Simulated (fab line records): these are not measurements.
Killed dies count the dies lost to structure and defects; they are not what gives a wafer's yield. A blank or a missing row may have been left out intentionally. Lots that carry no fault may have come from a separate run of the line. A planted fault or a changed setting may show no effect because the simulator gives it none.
Which tool did it? + flow sky130 + Sampling: 15 lots, 45 wafers, 4 of 708 route steps

## WHAT THE GAUGES SHOWED, per wafer
No reading from a measuring or inspecting step in the record can be judged against a usual standard deviation.

## WHICH TOOL RAN EACH LOT (tool, then ch and the chambers of the sampled wafers, then the start)
| lot  | SKY_CONTACT_ETCH_17               | SKY_METAL1_SPUTTER_02       | SKY_METAL1_SPUTTER_03       | SKY_METAL1_SPUTTER_04       |
|------|-----------------------------------|-----------------------------|-----------------------------|-----------------------------|
| L650 | rieDiel-02 ch 0,1, day 32 01:31   | pvdSputter-02, day 32 03:07 | pvdSputter-02, day 32 03:08 | pvdSputter-02, day 32 03:10 |
| L651 | rieDiel-03 ch 2,3, day 32 03:25   | pvdSputter-01, day 32 04:50 | pvdSputter-01, day 32 04:52 | pvdSputter-01, day 32 04:53 |
| L652 | rieDiel-04 ch 1,2,3, day 32 16:42 | pvdSputter-01, day 32 18:05 | pvdSputter-01, day 32 18:07 | pvdSputter-01, day 32 18:08 |
| L654 | rieDiel-03 ch 0,1, day 33 03:04   | pvdSputter-04, day 33 04:29 | pvdSputter-04, day 33 04:31 | pvdSputter-04, day 33 04:32 |
| L658 | rieDiel-02 ch 0,3, day 34 13:12   | pvdSputter-01, day 34 14:59 | pvdSputter-01, day 34 15:00 | pvdSputter-01, day 34 15:01 |
| L659 | rieDiel-04 ch 1,2, day 34 19:04   | pvdSputter-04, day 34 20:35 | pvdSputter-04, day 34 20:37 | pvdSputter-04, day 34 20:38 |
| L660 | rieDiel-04 ch 0,1,3, day 35 08:07 | pvdSputter-04, day 35 09:37 | pvdSputter-04, day 35 09:38 | pvdSputter-04, day 35 09:39 |
| L664 | rieDiel-02 ch 0,1, day 36 11:25   | pvdSputter-02, day 36 12:53 | pvdSputter-02, day 36 12:55 | pvdSputter-02, day 36 12:56 |
| L666 | rieDiel-03 ch 1,3, day 37 04:24   | pvdSputter-02, day 37 05:52 | pvdSputter-02, day 37 05:53 | pvdSputter-02, day 37 05:55 |
| L667 | rieDiel-04 ch 0,2,3, day 37 10:16 | pvdSputter-02, day 37 11:39 | pvdSputter-02, day 37 11:40 | pvdSputter-02, day 37 11:41 |
| L668 | rieDiel-03 ch 0,2,3, day 37 19:16 | pvdSputter-04, day 37 20:41 | pvdSputter-04, day 37 20:43 | pvdSputter-04, day 37 20:44 |
| L669 | rieDiel-02 ch 0,1,3, day 38 00:07 | pvdSputter-01, day 38 01:29 | pvdSputter-01, day 38 01:31 | pvdSputter-01, day 38 01:32 |
| L670 | rieDiel-04 ch 0,2,3, day 38 08:03 | pvdSputter-04, day 38 09:27 | pvdSputter-04, day 38 09:28 | pvdSputter-04, day 38 09:29 |
| L672 | rieDiel-02 ch 0,2, day 39 00:01   | pvdSputter-01, day 39 01:24 | pvdSputter-01, day 39 01:25 | pvdSputter-01, day 39 01:26 |
| L673 | rieDiel-02 ch 1,2,3, day 39 05:34 | pvdSputter-01, day 39 06:58 | pvdSputter-01, day 39 06:59 | pvdSputter-01, day 39 07:00 |
- SKY_CONTACT_ETCH_17: etches SiO2 in C4F8/O2/Ar, stops on Si3N4, target depth 340 nm.
- SKY_METAL1_SPUTTER_02: material AlCu, target thk 250 nm, time 13.3 s.
- SKY_METAL1_SPUTTER_03: material Ti, target thk 5 nm, time 3.3 s.
- SKY_METAL1_SPUTTER_04: material TiN, target thk 70 nm, time 58.3 s.

## WHAT THE TOOLS THEMSELVES READ (means of the sampled wafers that have a number; where no wafer has one, the mark that the record gives instead)
SKY_CONTACT_ETCH_17. Usual: 0.893 a.u. for oesProductAu, sd 0.0053.
| lot  | tool       | oesProductAu (a.u.) | flag |
|------|------------|---------------------|------|
| L650 | rieDiel-02 | 0.894               |      |
| L651 | rieDiel-03 | 0.888               |      |
| L652 | rieDiel-04 | 0.894               |      |
| L654 | rieDiel-03 | 0.886               |      |
| L658 | rieDiel-02 | 0.886               |      |
| L659 | rieDiel-04 | 0.889               |      |
| L660 | rieDiel-04 | 0.902               |      |
| L664 | rieDiel-02 | 0.895               |      |
| L666 | rieDiel-03 | 0.892               |      |
| L667 | rieDiel-04 | 0.898               |      |
| L668 | rieDiel-03 | 0.895               |      |
| L669 | rieDiel-02 | 0.894               |      |
| L670 | rieDiel-04 | 0.899               |      |
| L672 | rieDiel-02 | 0.893               |      |
| L673 | rieDiel-02 | 0.894               |      |

SKY_METAL1_SPUTTER_02. Usual: cathodeDcPowerW 10600 W, standard deviation 1.9; chamberPressurePa 0.4001 Pa, standard deviation 0.00073; throttleValvePct 30.0 %, standard deviation 1.1.
| lot  | tool          | cathodeDcPowerW (W) | chamberPressurePa (Pa) | throttleValvePct (%) | flag |
|------|---------------|---------------------|------------------------|----------------------|------|
| L650 | pvdSputter-02 | 10601               | 0.4001                 | 29.2                 |      |
| L651 | pvdSputter-01 | 10600               | 0.3998                 | 29.7                 |      |
| L652 | pvdSputter-01 | 10600               | 0.4000                 | 29.4                 |      |
| L654 | pvdSputter-04 | 10598               | 0.4004                 | 30.0                 |      |
| L658 | pvdSputter-01 | 10600               | 0.4001                 | 29.8                 |      |
| L659 | pvdSputter-04 | 10601               | 0.4001                 | 30.5                 |      |
| L660 | pvdSputter-04 | 10599               | 0.3997                 | 30.5                 |      |
| L664 | pvdSputter-02 | 10600               | 0.4003                 | 29.6                 |      |
| L666 | pvdSputter-02 | 10600               | 0.4002                 | 30.2                 |      |
| L667 | pvdSputter-02 | 10600               | 0.4004                 | 30.6                 |      |
| L668 | pvdSputter-04 | 10600               | 0.4005                 | 29.4                 |      |
| L669 | pvdSputter-01 | 10601               | 0.4003                 | 29.7                 |      |
| L670 | pvdSputter-04 | 10600               | 0.3999                 | 30.5                 |      |
| L672 | pvdSputter-01 | 10600               | 0.4000                 | 29.2                 |      |
| L673 | pvdSputter-01 | 10600               | 0.4000                 | 29.6                 |      |

SKY_METAL1_SPUTTER_03. Usual: cathodeDcPowerW 3000.0 W, standard deviation 0.54; chamberPressurePa 0.4000 Pa, standard deviation 0.00081; throttleValvePct 30.0 %, standard deviation 1.1.
| lot  | tool          | cathodeDcPowerW (W) | chamberPressurePa (Pa) | throttleValvePct (%) | flag |
|------|---------------|---------------------|------------------------|----------------------|------|
| L650 | pvdSputter-02 | 3000.2              | 0.3998                 | 29.3                 |      |
| L651 | pvdSputter-01 | 2999.6              | 0.4002                 | 29.6                 |      |
| L652 | pvdSputter-01 | 3000.2              | 0.4004                 | 29.6                 |      |
| L654 | pvdSputter-04 | 3000.2              | 0.4002                 | 29.8                 |      |
| L658 | pvdSputter-01 | -                   | -                      | -                    | OFF  |
| L659 | pvdSputter-04 | -                   | -                      | -                    | OFF  |
| L660 | pvdSputter-04 | -                   | -                      | -                    | OFF  |
| L664 | pvdSputter-02 | 2999.7              | 0.4000                 | 29.7                 |      |
| L666 | pvdSputter-02 | 3000.0              | 0.3992                 | 30.3                 |      |
| L667 | pvdSputter-02 | 3000.1              | 0.4002                 | 30.7                 |      |
| L668 | pvdSputter-04 | 3000.4              | 0.4004                 | 29.5                 |      |
| L669 | pvdSputter-01 | 2999.6              | 0.4002                 | 29.7                 |      |
| L670 | pvdSputter-04 | 3000.2              | 0.4007                 | 30.6                 |      |
| L672 | pvdSputter-01 | 3000.1              | 0.4000                 | 29.3                 |      |
| L673 | pvdSputter-01 | 3000.2              | 0.4001                 | 29.8                 |      |

SKY_METAL1_SPUTTER_04. Usual: cathodeDcPowerW 6500.0 W, standard deviation 1.2; chamberPressurePa 0.3999 Pa, standard deviation 0.00073; throttleValvePct 30.0 %, standard deviation 1.1.
| lot  | tool          | cathodeDcPowerW (W) | chamberPressurePa (Pa) | throttleValvePct (%) | flag |
|------|---------------|---------------------|------------------------|----------------------|------|
| L650 | pvdSputter-02 | 6500.5              | 0.4001                 | 29.2                 |      |
| L651 | pvdSputter-01 | 6500.1              | 0.3998                 | 29.6                 |      |
| L652 | pvdSputter-01 | 6500.1              | 0.4000                 | 29.8                 |      |
| L654 | pvdSputter-04 | 6500.1              | 0.3996                 | 29.8                 |      |
| L658 | pvdSputter-01 | 6499.8              | 0.3992                 | 29.8                 |      |
| L659 | pvdSputter-04 | 6499.3              | 0.3999                 | 30.4                 |      |
| L660 | pvdSputter-04 | 6499.0              | 0.3995                 | 30.4                 |      |
| L664 | pvdSputter-02 | 6500.7              | 0.4000                 | 29.5                 |      |
| L666 | pvdSputter-02 | 6500.1              | 0.3998                 | 30.2                 |      |
| L667 | pvdSputter-02 | 6498.9              | 0.4002                 | 30.6                 |      |
| L668 | pvdSputter-04 | 6499.6              | 0.4007                 | 29.3                 |      |
| L669 | pvdSputter-01 | 6499.2              | 0.3999                 | 29.6                 |      |
| L670 | pvdSputter-04 | 6499.5              | 0.4012                 | 30.6                 |      |
| L672 | pvdSputter-01 | 6500.1              | 0.3992                 | 29.3                 |      |
| L673 | pvdSputter-01 | 6499.6              | 0.4002                 | 29.8                 |      |

## THE ANSWER, worked out from the rows above alone
Rule: take the mean of a lot's wafers that have a number; if it is more than 3 standard deviations from the usual mean, the lot is off. Also off: a lot with no number at a reading for which 4 or more lots have one. Where the step has rows for the other lots, those lots are counted as sound. Order of review: gauges by route order, followed by the tools' own readings, for which a lot's mean as printed above is used. The first step at which some lot is off is used, and at that step the reading that is off furthest; a lot without a number counts as furthest.
Off at SKY_METAL1_SPUTTER_03 (cathodeDcPowerW): L658, L659, L660. Without a number there: L658, L659, L660.
A tool fits if, at that step or a process step before it, it ran every lot that is off, and no sound lot after the first of them. Not one of the candidates tried fits.

## WHAT THE SIMULATOR PUT IN
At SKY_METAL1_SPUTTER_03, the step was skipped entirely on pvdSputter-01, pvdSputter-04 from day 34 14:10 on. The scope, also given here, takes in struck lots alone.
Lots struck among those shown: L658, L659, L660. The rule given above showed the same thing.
